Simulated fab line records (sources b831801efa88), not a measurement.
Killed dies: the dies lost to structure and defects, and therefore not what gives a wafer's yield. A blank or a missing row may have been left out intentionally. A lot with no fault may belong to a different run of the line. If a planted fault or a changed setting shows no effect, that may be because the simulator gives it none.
8D (eight disciplines) problem report, filled in by code :: flow sky130 :: the parts of the form that need people (team, actions taken, sign-off) are left out

== 1. THE PROBLEM ==
Mean of dose-ions-cm2 at SKY_LDD_N_IMPLANT_14: 3e+12 across 6 wafers in 2 lots; on wafers with no fault it is 5e+12 (standard deviation 5.5e+09). That is -99 or more standard deviations from the usual mean.
First seen on wafer L928.1, day 25 03:25, on implanter-01. Wafers with a number at this step in the record: 18, from 6 lots. By rule, "out" or "out of limits" means more than 4 standard deviations away from the usual mean. The other wafers with a number count as sound.

== 2. WHAT IT IS; WHAT IT IS NOT ==
question: which readings at this step
is: dose-ions-cm2, faraday-current-uA
is not: rotation-deg

question: which lots
is: L928, L929
is not: L908, L914, L930, L931

question: which wafers of those lots
is: all that have a number
is not: -

question: read on which tools
is: implanter-01
is not: implanter-03

question: when
is: from day 25 03:25
is not: up to then (6 sound wafers); but 6 sound wafers of L930, L931 came after

== 3. WHAT RULES OUT EACH SUSPECT ==
Counting: any tool at a process step up to the reading is kept as a suspect provided that every lot that is out went through it and no sound lot did after the first of them.
- implanter-01 at SKY_LDD_N_IMPLANT_14: kept. Every lot that is out went through it, starting with L928 (day 25 03:25), and after that it ran no sound lot; the last sound lot it ran before then is L914 (day 20 00:15). On those wafers its own readings are out: dose-ions-cm2, faraday-current-uA.
After counting, what remains is implanter-01 at SKY_LDD_N_IMPLANT_14.

== 4. THE CAUSE (what the simulator had put in) ==
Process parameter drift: implanter-01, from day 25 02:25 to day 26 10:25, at SKY_LDD_N_IMPLANT_14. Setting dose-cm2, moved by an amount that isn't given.
Only this tool survived the counting.

== 5. SEQUENCE OF EFFECTS, ordered by route ==
Rows list readings where the struck wafers' mean (over those with a number) sits beyond 3 standard deviations from the usual. Scope: only readings with a usual standard deviation given in the record; hours: median across lots of the time from each lot's start at the first step in this table that gives one to its start at this step; sigmas: change in usual standard deviations.
hours: 0
step: SKY_LDD_N_IMPLANT_14
reading: dose-ions-cm2
usual: 5e+12
on struck wafers: 3e+12
change: -2e+12
sigmas: -99 or more

hours: 0
step: SKY_LDD_N_IMPLANT_14
reading: faraday-current-uA
usual: 28.1
on struck wafers: 17.4
change: -10.7
sigmas: -19
Process steps it contains:
- SKY_LDD_N_IMPLANT_14

== 6. WHAT WOULD HAVE CAUGHT IT SOONER ==
In this record the first reading out of limits was taken at day 25 03:25, 1 hour after the fault began at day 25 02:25.
